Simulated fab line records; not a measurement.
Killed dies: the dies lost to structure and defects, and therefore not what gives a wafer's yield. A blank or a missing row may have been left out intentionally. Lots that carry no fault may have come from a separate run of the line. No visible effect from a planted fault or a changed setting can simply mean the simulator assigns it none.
Struck lot and sound lot, side by side ; flow gf180mcu ; 14 steps out of a route of 602
Sound: these wafers, L132.3, L132.5, L132.6. Wafers struck: L125.2, L125.4, L125.5. The cause is given at the end.
Order at every step that has rows: each side's tool, ch and its chambers, its first start. Under that, the readings that differ: sound wafers ; struck wafers ; difference of the means ; sigmas: that difference in standard deviations of wafers without a fault.
alike: a reading whose means differ by less than 2 such deviations, as well as words and numbers matching on both sides. not compared: withheld readings; readings where some wafer has no value; bounds like >300 that might hide an equal value; numbers whose values overlap and for which the record gives no deviation.
A row with sigmas, a row that says differs or no value, or rows on one side alone: a step with any of these is where the two part. When numbers do not overlap yet have no deviation, they are printed without sigmas and do not part them. A reading missing from all wafers of one side parts the sides only when that side holds two or more wafers.

first, 2 steps without rows for these wafers: GF_M5_CLEAN_13 (cleans in DIW); GF_V5_CVD_00 (deposits SiO2, target thk 300 nm, time 50 s).
GF_V5_THK_MEAS_01:
  sound on film_metro-02 at day 30 10:05; struck on film_metro-02 at day 28 10:03
  alike: V5_CVD_00_THK
GF_V5_CVD_02: deposits SiO2 from TEOS, target thk 1450 nm, time 163.28 s.
  sound on pecvd-03 ch 0,2, day 30 10:08; struck on pecvd-04 ch 1,2, day 28 10:06
  alike: heater_power_outer_w, heater_power_w
GF_V5_THK_MEAS_03:
  sound on film_metro-04 at day 30 10:16; struck on film_metro-01 at day 28 10:13
reading;sound;struck;difference;sigmas
V5_CVD_02_THK (nm);1419 1435 1440;1458 1493 1461;+39;+2
GF_V5_CMP_04: polishes SiO2.
  sound on cmp-01 ch 0,1,3, day 30 10:27; struck on cmp-01 ch 0,3, day 28 10:25
  alike: motor_current_A
GF_V5_BOW_MEAS_05:
  sound on film_metro-01 at day 30 10:38; struck on film_metro-02 at day 28 10:44
  alike: V5_BOW
then, 5 steps without rows for these wafers: GF_V5_DEHYDRATE_06 (time 60 s); GF_V5_HMDS_07 (prime time 60 s); GF_V5_COAT_08; GF_V5_COAT_09 (resist thk 1000 nm); GF_V5_SOFTBAKE_10 (time 60 s).
GF_V5_EXPOSE_11: exposes mask Via5, target cd 260 nm.
  struck on krf_scanner-01, day 28 21:00; sound on krf_scanner-01 ch 0, day 30 20:43
  no value came back on the struck wafers for exposure_dose_mJ_cm2, focus_offset_nm (nm); on the sound wafers exposure_dose_mJ_cm2 reads 38.02 38.05 37.97
  alike: mask
then, 1 step without rows for these wafers: GF_V5_PEB_12 (peb time 90 s).

== WHERE THEY PART ==
First at GF_V5_THK_MEAS_03; last, within this record, at GF_V5_EXPOSE_11.

WHY: whatever the simulator had introduced
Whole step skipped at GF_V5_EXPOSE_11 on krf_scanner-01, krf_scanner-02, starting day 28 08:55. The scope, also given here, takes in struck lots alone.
